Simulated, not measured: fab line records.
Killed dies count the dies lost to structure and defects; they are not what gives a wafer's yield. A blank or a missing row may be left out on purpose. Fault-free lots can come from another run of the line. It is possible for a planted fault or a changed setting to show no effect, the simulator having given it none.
Lot-split experiment :: flow sfq line :: route with 325 steps; 5 lots, 13 wafers read

== ABOUT THE SPLIT ==
At SFQ_TRILAYER_M7_LITHO_COAT_182 (resist thk 62 nm), the setting spin rpm was moved away from the recipe's 3000 rpm on 5 of the 13 wafers read, by -7.0% to +6.7%. For the rest of the wafers, this setting stayed at what the recipe calls for.

== FROM THE SPLIT TO THE READING: what the file shows between them, 3 steps ==
- SFQ_TRILAYER_M7_LITHO_COAT_177: resist thk 600 nm
- SFQ_TRILAYER_M7_LITHO_SOFTBAKE_181
- SFQ_TRILAYER_M7_LITHO_DEVELOP_179: time 60 s

== THE READING ==
etch.depth nm (the simulator's own value, which no gauge read), in nm, at SFQ_TRILAYER_M7_BARC_OPEN_METAL_ETCH_229 (etches BARC in O2, target depth 125 nm, time 41.7 s). No usual value for it is given in the file. Here, 8 wafers ran the recipe; their average is 61.92 nm with a standard deviation of 0.19 nm.

wafer: L074.5
tool, chamber at the split: litho track-02, 0
spin rpm as run, rpm: 3074
against the recipe: +2.5%
etch.depth nm, nm: 61.06
against lot-mates on the recipe: no lot-mate on the recipe

wafer: L077.3
tool, chamber at the split: litho track-03, 0
spin rpm as run, rpm: 3000
against the recipe: recipe
etch.depth nm, nm: 62.24
against lot-mates on the recipe: -

wafer: L077.5
tool, chamber at the split: litho track-03, 0
spin rpm as run, rpm: 3202
against the recipe: +6.7%
etch.depth nm, nm: 59.9
against lot-mates on the recipe: -2.34

wafer: L078.2
tool, chamber at the split: litho track-03, 0
spin rpm as run, rpm: 3000
against the recipe: recipe
etch.depth nm, nm: 62.01
against lot-mates on the recipe: -

wafer: L078.5
tool, chamber at the split: litho track-03, 0
spin rpm as run, rpm: 3000
against the recipe: recipe
etch.depth nm, nm: 62.01
against lot-mates on the recipe: -

wafer: L078.3
tool, chamber at the split: litho track-03, 0
spin rpm as run, rpm: 2790
against the recipe: -7.0%
etch.depth nm, nm: 64.28
against lot-mates on the recipe: +2.28

wafer: L078.4
tool, chamber at the split: litho track-03, 0
spin rpm as run, rpm: 2790
against the recipe: -7.0%
etch.depth nm, nm: 64.37
against lot-mates on the recipe: +2.37

wafer: L078.6
tool, chamber at the split: litho track-03, 0
spin rpm as run, rpm: 3000
against the recipe: recipe
etch.depth nm, nm: 61.98
against lot-mates on the recipe: -

wafer: L079.1
tool, chamber at the split: litho track-03, 0
spin rpm as run, rpm: 3120
against the recipe: +4.0%
etch.depth nm, nm: 60.66
against lot-mates on the recipe: -1.25

wafer: L079.5
tool, chamber at the split: litho track-03, 0
spin rpm as run, rpm: 3000
against the recipe: recipe
etch.depth nm, nm: 61.91
against lot-mates on the recipe: -

wafer: L081.1
tool, chamber at the split: litho track-03, 0
spin rpm as run, rpm: 3000
against the recipe: recipe
etch.depth nm, nm: 61.99
against lot-mates on the recipe: -

wafer: L081.4
tool, chamber at the split: litho track-03, 0
spin rpm as run, rpm: 3000
against the recipe: recipe
etch.depth nm, nm: 61.61
against lot-mates on the recipe: -

wafer: L081.6
tool, chamber at the split: litho track-03, 0
spin rpm as run, rpm: 3000
against the recipe: recipe
etch.depth nm, nm: 61.65
against lot-mates on the recipe: -

FIT RESULTS
A straight line over all 13 wafers: etch.depth nm changes by -0.329 nm for each +1% of spin rpm; r = -0.99; the points scatter about the line by 0.18 nm.
The same after taking each lot's own level away (the mean of its wafers on the recipe; 12 wafers): -0.335 nm for each +1%; r = -1.00; scatter 0.1 nm.
The reading moves by 2.3 nm for the largest change in spin rpm, on that fit.
From 61.750 to 62.240 nm: that is the span of the lots' own levels, equal to 2.5 times the standard deviation above.
So the lot-to-lot level changes the slope little: the two slopes agree.
Check: for one of the wafers moved furthest among these (-7.0%), held out of the fit, the line's prediction against its lot-mates is +2.37 nm. Against them it came out at +2.28 nm.

== OTHER SPLITS APPLIED TO THESE WAFERS ==
These wafers also went through other splits before the reading. Each is held against what the fit with the lots' levels taken away leaves over:
other split on the same wafers: SFQ_TRILAYER_R5_BARC_OPEN_METAL_ETCH_177 time s
wafers away from the commonest value: 5
r with etch.depth nm (lot level and that fit taken away): +0.07

other split on the same wafers: SFQ_TRILAYER_I5_LITHO_COAT_144 resist thk nm
wafers away from the commonest value: 5
r with etch.depth nm (lot level and that fit taken away): +0.08

other split on the same wafers: SFQ_TRILAYER_C5_LITHO_PEB_154 peb temp c
wafers away from the commonest value: 6
r with etch.depth nm (lot level and that fit taken away): -0.13

other split on the same wafers: SFQ_TRILAYER_I6_CMP_CMP_166 leave above ref nm
wafers away from the commonest value: 4
r with etch.depth nm (lot level and that fit taken away): +0.18

other split on the same wafers: SFQ_TRILAYER_I6_VIA_BARC_OPEN_VIA_ETCH_235 bias w
wafers away from the commonest value: 5
r with etch.depth nm (lot level and that fit taken away): -0.10

== THE WHOLE CHAIN: every reading that the file lists as answering this split, in the file's order ==
step: SFQ_TRILAYER_M7_LITHO_COAT_182
what it does: resist thk 62 nm
reading: BARC_of_TRILAYER_M7_LITHO_COAT_182.thk nm (the simulator's own value, which no gauge read)
change (the file's fit): -0.322 nm for each +1% of the setting
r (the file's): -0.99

step: SFQ_TRILAYER_M7_BARC_OPEN_METAL_ETCH_229
what it does: etches BARC in O2, target depth 125 nm, time 41.7 s
reading: etch.depth nm (the simulator's own value, which no gauge read)
change (the file's fit): -0.335 nm for each +1% of the setting
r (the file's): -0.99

== FILE'S OWN FIT ==
etch.depth nm changes by -0.335 nm for each +1% of spin rpm, r = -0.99.
